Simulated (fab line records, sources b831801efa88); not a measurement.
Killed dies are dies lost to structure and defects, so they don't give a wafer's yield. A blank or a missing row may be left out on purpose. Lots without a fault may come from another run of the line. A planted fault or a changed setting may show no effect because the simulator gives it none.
One fault seen from 2 desks | flow sky130 | each desk has only its own numbers; what lay behind them comes last

THE METROLOGY DESK
What the gauges read, lot by lot, whatever tool the lot ran on: means of the sampled wafers that have a number. A lot is out of limits, marked OUT, if its mean lies more than 4 standard deviations from the usual mean; the brackets give that distance.
Columns: A = LDD_N_TW at SKY_LDD_N_TW_MEAS_17, usual 2595; B = cd_nm at SKY_LDD_P_CD_MEAS_07, usual 379.9 nm; C = LDD_P_OVL at SKY_LDD_P_OVL_MEAS_08, usual 0.0 nm
lot  | first seen here | A    | B     | C
L599 | day 17 15:54    | 2615 | 376.9 | 1.0
L607 | day 21 13:31    | 2619 | 380.1 | 0.9
L613 | day 23 06:36    | 2582 | 378.6 | 0.6
L614 | day 23 09:17    | 2579 | 380.0 | 1.5
L617 | day 24 08:00    | 2585 | 380.6 | -0.5
L622 | day 26 05:49    | 2601 | 380.8 | -0.5
This desk's finding: nothing out of limits on any of the 6 lots.

THE TOOL OWNER'S DESK: implanter-03
The tool's own readings at SKY_LDD_P_IMPLANT_09: means of the sampled wafers that have a number, for each lot that ran on this tool. A lot is out of limits, marked OUT, if its mean lies more than 4 standard deviations from the usual mean; the brackets give that distance.
Columns: A = dose_ions_cm2 at SKY_LDD_P_IMPLANT_09, usual 1.0001e+13; B = end_station_pressure_torr at SKY_LDD_P_IMPLANT_09, usual 5.01e-06 Torr; C = faraday_current_uA at SKY_LDD_P_IMPLANT_09, usual 56.3
lot  | first seen here | A                    | B        | C
L607 | day 22 19:34    | 1.0004e+13           | 4.86e-06 | 56.8
L613 | day 24 13:15    | 9.1100e+12 (-81) OUT | 5.00e-06 | 51.6
L614 | day 24 15:13    | 9.1230e+12 (-80) OUT | 5.08e-06 | 51.4 (-4.1) OUT
This desk's finding: out of limits on L613, L614; first on L613, day 24 13:15 (dose_ions_cm2 at SKY_LDD_P_IMPLANT_09). In limits: L607.

PUT TOGETHER
The tool owner's desk could have raised an alarm at day 24 13:15, on L613, L614.
The metrology desk saw nothing out of limits.
The metrology desk has L613, L614 on record, within its limits.
Of the lots named, all ran SKY_LDD_P_IMPLANT_09 on implanter-03.

WHAT THE SIMULATOR HAD PUT IN
Process parameter drift: implanter-03, from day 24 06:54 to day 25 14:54, at SKY_LDD_P_IMPLANT_09. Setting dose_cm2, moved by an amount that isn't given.
Lots struck among those shown: L613, L614.
Hours from the fault's start to each desk's first reading out of limits: the tool owner's desk, 6.
